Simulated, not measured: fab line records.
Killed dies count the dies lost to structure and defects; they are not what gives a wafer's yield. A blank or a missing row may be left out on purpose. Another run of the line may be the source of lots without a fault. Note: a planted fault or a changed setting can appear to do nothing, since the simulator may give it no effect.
What tool caused it? ; flow gf180mcu ; route of 602 steps, sampled at 1 step: 11 lots, 31 wafers

WHAT THE GAUGES READ, wafer by wafer
GF_STI_THK_MEAS_04.
lot;measured;on;STI_CVD_03_THK (nm)
L822;day 1 14:25;film metro-04;208.1 209.1 209.0
L823;day 1 19:40;film metro-02;206.2 207.9 207.9
L824;day 1 23:34;film metro-03;206.9 207.4 210.5
L830;day 3 05:35;film metro-04;210.2 210.7
L831;day 3 11:59;film metro-04;209.9 209.1 209.3
L833;day 3 20:48;film metro-04;208.0 207.3
L834;day 4 01:52;film metro-04;209.5 210.1 208.9
L839;day 5 04:35;film metro-02;209.5 207.3 208.8
L840;day 5 07:35;film metro-02;205.6 202.4 204.3
L844;day 6 03:35;film metro-02;205.7 208.8 207.7
L845;day 6 08:57;film metro-02;204.3 205.8 205.7

WHICH TOOL RAN EACH LOT (tool, then ch and the chambers of the sampled wafers, then the start)
The record holds no process step before these readings.

THE ANSWER, worked out from the rows above alone
Rule: the lots themselves supply what counts as usual. Put in order of their means at a reading, lots are off if they are a third of the lots or fewer, leave a main group of 4 or more, and stand apart from it by a gap of 3 or more times the standard deviation of the main group's means; of several such gaps the widest counts. A main group is skipped when, at the precision printed for the reading in the tables above, its means are all equal. Also off: a lot with no number at a reading for which 4 or more lots have one. The other lots that the step has rows for count as sound.
Across all readings shown, no lot is off: no conclusion can be drawn from this.

WHAT HAD BEEN PUT IN BY THE SIMULATOR
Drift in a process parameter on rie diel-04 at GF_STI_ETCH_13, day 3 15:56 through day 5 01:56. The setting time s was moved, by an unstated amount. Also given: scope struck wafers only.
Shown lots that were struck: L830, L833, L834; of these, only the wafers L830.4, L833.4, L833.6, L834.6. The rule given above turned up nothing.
